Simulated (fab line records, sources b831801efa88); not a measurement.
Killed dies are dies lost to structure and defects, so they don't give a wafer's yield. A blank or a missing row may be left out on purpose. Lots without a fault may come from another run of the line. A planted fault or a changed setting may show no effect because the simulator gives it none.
Which tool did it? | flow gf180mcu | 14 lots, 42 wafers sampled, at 7 steps of a route of 602

WHAT THE GAUGES READ, wafer by wafer
GF_LVPWELL_OVL_MEAS_07.
lot  | measured    | on         | LVPWELL_OVL (nm)
L131 | day 3 21:44 | overlay-02 | 0.7 1.6 0.1
L132 | day 4 03:11 | overlay-01 | -2.0 -1.1 0.2
L133 | day 4 07:28 | overlay-01 | 1.4 1.1 2.0
L134 | day 4 14:43 | overlay-02 | -1.0 -0.4 -1.1
L136 | day 5 01:44 | overlay-02 | -0.7 0.1 -0.8
L139 | day 5 18:16 | overlay-02 | -0.9 -2.7 -1.1
L140 | day 6 00:53 | overlay-02 | -0.3 -1.6 -0.8
L148 | day 7 22:26 | overlay-01 | - - -
L149 | day 8 02:23 | overlay-01 | - - -
L150 | day 8 06:46 | overlay-01 | 2.9 -0.5 0.1
L151 | day 8 11:32 | overlay-01 | -2.6 -2.8 -2.0
L152 | day 9 07:19 | overlay-02 | -1.1 0.0 0.8
L153 | day 9 07:40 | overlay-02 | -1.6 -1.3 -0.8
L154 | day 9 11:49 | overlay-02 | 0.1 0.0 -0.7

GF_MVSD_TW_MEAS_11.
lot  | measured     | on            | MVSD_TW
L131 | day 4 12:08  | film_metro-04 | 1610 1604 1608
L132 | day 4 17:58  | film_metro-03 | 1590 1597 1592
L133 | day 4 21:46  | film_metro-03 | 1586 1588 1591
L134 | day 5 05:19  | film_metro-04 | 1595 1597 1604
L136 | day 5 16:55  | film_metro-03 | 1592 1588 1591
L139 | day 6 09:30  | film_metro-04 | 1608 1603 1609
L140 | day 6 16:50  | film_metro-04 | 1602 1605 1605
L148 | day 8 15:44  | film_metro-04 | 1624 1616 1625
L149 | day 8 19:22  | film_metro-03 | 1614 1618 1612
L150 | day 9 01:01  | film_metro-04 | 1607 1611 1603
L151 | day 9 05:07  | film_metro-03 | 1600 1592 1602
L152 | day 10 02:07 | film_metro-04 | 1601 1604 1600
L153 | day 10 02:40 | film_metro-03 | 1596 1596 1601
L154 | day 10 06:13 | film_metro-04 | 1605 1616 1603

GF_MVPSD_TW_MEAS_11.
lot  | measured     | on            | MVPSD_TW
L131 | day 5 02:31  | film_metro-04 | 559.8 560.7 560.5
L132 | day 5 08:58  | film_metro-04 | 559.2 558.4 557.9
L133 | day 5 12:07  | film_metro-03 | 558.5 556.6 554.8
L134 | day 5 19:47  | film_metro-04 | 557.7 561.6 561.2
L136 | day 6 07:50  | film_metro-03 | 557.5 559.3 558.8
L139 | day 7 00:43  | film_metro-03 | 554.1 559.3 556.6
L140 | day 7 08:22  | film_metro-04 | 559.8 560.9 561.4
L148 | day 9 09:04  | film_metro-03 | 699.0 697.4 698.2
L149 | day 9 12:35  | film_metro-04 | 699.9 700.6 702.5
L150 | day 9 18:46  | film_metro-03 | 560.0 560.3 560.8
L151 | day 9 23:09  | film_metro-04 | 562.6 559.7 562.7
L152 | day 10 20:32 | film_metro-03 | 560.7 559.8 561.7
L153 | day 10 20:53 | film_metro-03 | 561.1 561.0 558.4
L154 | day 11 00:33 | film_metro-04 | 560.8 561.7 564.2

GF_M1_RS_MEAS_05: measures by four-point-probe.
lot  | measured     | on            | M1_ALCU_RS (ohm/sq)
L131 | day 16 04:00 | film_metro-02 | 0.0713 0.0709 0.0715
L132 | day 16 21:05 | film_metro-02 | 0.0708 0.0708 0.0709
L133 | day 17 07:36 | film_metro-02 | 0.0701 0.0712 0.0701
L134 | day 17 05:20 | film_metro-01 | 0.0715 0.0702 0.0692
L136 | day 18 04:26 | film_metro-01 | 0.0718 0.0708 0.0702
L139 | day 19 06:44 | film_metro-01 | 0.0702 0.0698 0.0691
L140 | day 19 15:03 | film_metro-01 | 0.0709 0.0699 0.0701
L148 | day 22 15:00 | film_metro-02 | 0.0691 0.0698 0.0689
L149 | day 22 17:46 | film_metro-02 | 0.0699 0.0711 0.0696
L150 | day 22 20:27 | film_metro-02 | 0.0695 0.0694 0.0704
L151 | day 23 06:06 | film_metro-01 | 0.0696 0.0713 0.0698
L152 | day 24 08:41 | film_metro-02 | 0.0708 0.0696 0.0699
L153 | day 24 11:13 | film_metro-02 | 0.0711 0.0692 0.0708
L154 | day 24 14:13 | film_metro-02 | 0.0690 0.0686 0.0680

GF_V2_THK_MEAS_01.
lot  | measured     | on            | V2_CVD_00_THK (nm)
L131 | day 19 06:44 | film_metro-04 | 608 604 606
L132 | day 20 00:32 | film_metro-04 | 607 601 599
L133 | day 20 12:23 | film_metro-03 | 606 607 609
L134 | day 20 10:22 | film_metro-03 | 601 594 594
L136 | day 21 08:53 | film_metro-02 | 590 595 588
L139 | day 22 10:28 | film_metro-02 | 617 617 611
L140 | day 22 19:11 | film_metro-02 | 595 597 607
L148 | day 25 15:13 | film_metro-03 | 608 596 588
L149 | day 25 17:18 | film_metro-04 | 602 588 601
L150 | day 25 20:01 | film_metro-03 | 606 609 596
L151 | day 26 02:53 | film_metro-04 | 598 593 596
L152 | day 27 06:15 | film_metro-02 | 584 595 584
L153 | day 27 07:48 | film_metro-03 | 591 598 593
L154 | day 27 10:25 | film_metro-02 | 609 598 601

WHICH TOOL RAN EACH LOT (tool, then ch and the chambers of the sampled wafers, then the start)
lot  | GF_LVPWELL_COAT_02               | GF_V1_ETCH_16
L131 | litho_track-03 ch 0, day 3 14:25 | rie_diel-03 ch 1,3, day 18 03:44
L132 | litho_track-02 ch 0, day 3 20:42 | rie_diel-03 ch 0,2,3, day 18 21:50
L133 | litho_track-02 ch 0, day 4 00:57 | rie_diel-01 ch 1,2, day 19 09:19
L134 | litho_track-03 ch 0, day 4 07:46 | rie_diel-01 ch 1,2, day 19 07:07
L136 | litho_track-03 ch 0, day 4 18:07 | rie_diel-01 ch 0,1,3, day 20 06:50
L139 | litho_track-01 ch 0, day 5 10:44 | rie_diel-03 ch 0,1,2, day 21 08:01
L140 | litho_track-03 ch 0, day 5 17:37 | rie_diel-03 ch 0,1, day 21 16:43
L148 | litho_track-03, day 7 13:47      | rie_diel-02 ch 1,2, day 24 14:59
L149 | litho_track-03, day 7 17:43      | rie_diel-03 ch 0,2,3, day 24 16:59
L150 | litho_track-03 ch 0, day 7 22:44 | rie_diel-03 ch 0,1,3, day 24 18:46
L151 | litho_track-01 ch 0, day 8 03:27 | rie_diel-01 ch 0,2,3, day 25 03:52
L152 | litho_track-01 ch 0, day 8 22:47 | rie_diel-02 ch 0,1,3, day 26 07:31
L153 | litho_track-02 ch 0, day 8 22:55 | rie_diel-03 ch 0,2,3, day 26 07:52
L154 | litho_track-01 ch 0, day 9 02:50 | rie_diel-03 ch 0,1,3, day 26 11:13
- GF_LVPWELL_COAT_02: resist thk 3000 nm.
- GF_V1_ETCH_16: etches BARC in N2/H2.

WHAT THE TOOLS THEMSELVES READ (means of the sampled wafers that have a number; where no wafer has one, the mark that the record gives instead)
GF_LVPWELL_COAT_02.
lot  | tool           | chill_plate_temp_C (C) | dispense_pressure_kPa (kPa)
L131 | litho_track-03 | 23.05                  | 52
L132 | litho_track-02 | 23.00                  | 56
L133 | litho_track-02 | 23.02                  | 56
L134 | litho_track-03 | 23.04                  | 52
L136 | litho_track-03 | 22.98                  | 52
L139 | litho_track-01 | 23.07                  | 43
L140 | litho_track-03 | 23.00                  | 52
L148 | litho_track-03 | -                      | -
L149 | litho_track-03 | -                      | -
L150 | litho_track-03 | 22.95                  | 52
L151 | litho_track-01 | 23.12                  | 43
L152 | litho_track-01 | 22.96                  | 43
L153 | litho_track-02 | 22.99                  | 56
L154 | litho_track-01 | 23.09                  | 43

GF_V1_ETCH_16.
lot  | tool        | drypump_motor_current_A (A) | oes_product_au (a.u.) | throttle_valve_pct (%)
L131 | rie_diel-03 | 5.1                         | 0.854                 | 13.222
L132 | rie_diel-03 | 5.7                         | 0.855                 | 13.222
L133 | rie_diel-01 | 6.5                         | 0.858                 | 13.228
L134 | rie_diel-01 | 6.5                         | 0.853                 | 13.222
L136 | rie_diel-01 | 6.2                         | 0.853                 | 13.227
L139 | rie_diel-03 | 5.7                         | 0.856                 | 13.226
L140 | rie_diel-03 | 6.0                         | 0.854                 | 13.238
L148 | rie_diel-02 | 5.8                         | 0.856                 | 13.225
L149 | rie_diel-03 | 5.8                         | 0.854                 | 13.225
L150 | rie_diel-03 | 5.6                         | 0.848                 | 13.222
L151 | rie_diel-01 | 5.9                         | 0.853                 | 13.228
L152 | rie_diel-02 | 5.9                         | 0.853                 | 13.223
L153 | rie_diel-03 | 5.7                         | 0.857                 | 13.225
L154 | rie_diel-03 | 5.6                         | 0.856                 | 13.222

THE ANSWER, worked out from the rows above alone
Rule: what is usual is taken from the lots themselves. Put in order of their means at a reading, lots are off if they are a third of the lots or fewer, leave a main group of 4 or more, and stand apart from it by a gap of 3 or more times the standard deviation of the main group's means; of several such gaps the widest counts. A main group whose means are all the same, to the digits that the tables above print for the reading, isn't used. A lot without any number at a reading at which 4 lots or more have one is off too. The other lots that the step has rows for count as sound. The gauges are gone through in route order, then the tools' own readings, and for those a lot's mean is taken as printed above. The first step at which some lot is off is used, and at that step the reading that is off furthest; a lot without a number counts as furthest.
Off: L148, L149, at GF_LVPWELL_OVL_MEAS_07 (LVPWELL_OVL). Without a number there: L148, L149. The main group: mean -0.5 nm, standard deviation 1.1.
A tool fits if, at a process step before that reading, it ran every lot that is off, and no sound lot after the first of them. The gauges at GF_LVPWELL_OVL_MEAS_07 aren't tried: what is off there is off at GF_MVPSD_TW_MEAS_11 too, on other tools, and a gauge's error can't cause that. None of those tried fits.

WHAT THE SIMULATOR HAD PUT IN
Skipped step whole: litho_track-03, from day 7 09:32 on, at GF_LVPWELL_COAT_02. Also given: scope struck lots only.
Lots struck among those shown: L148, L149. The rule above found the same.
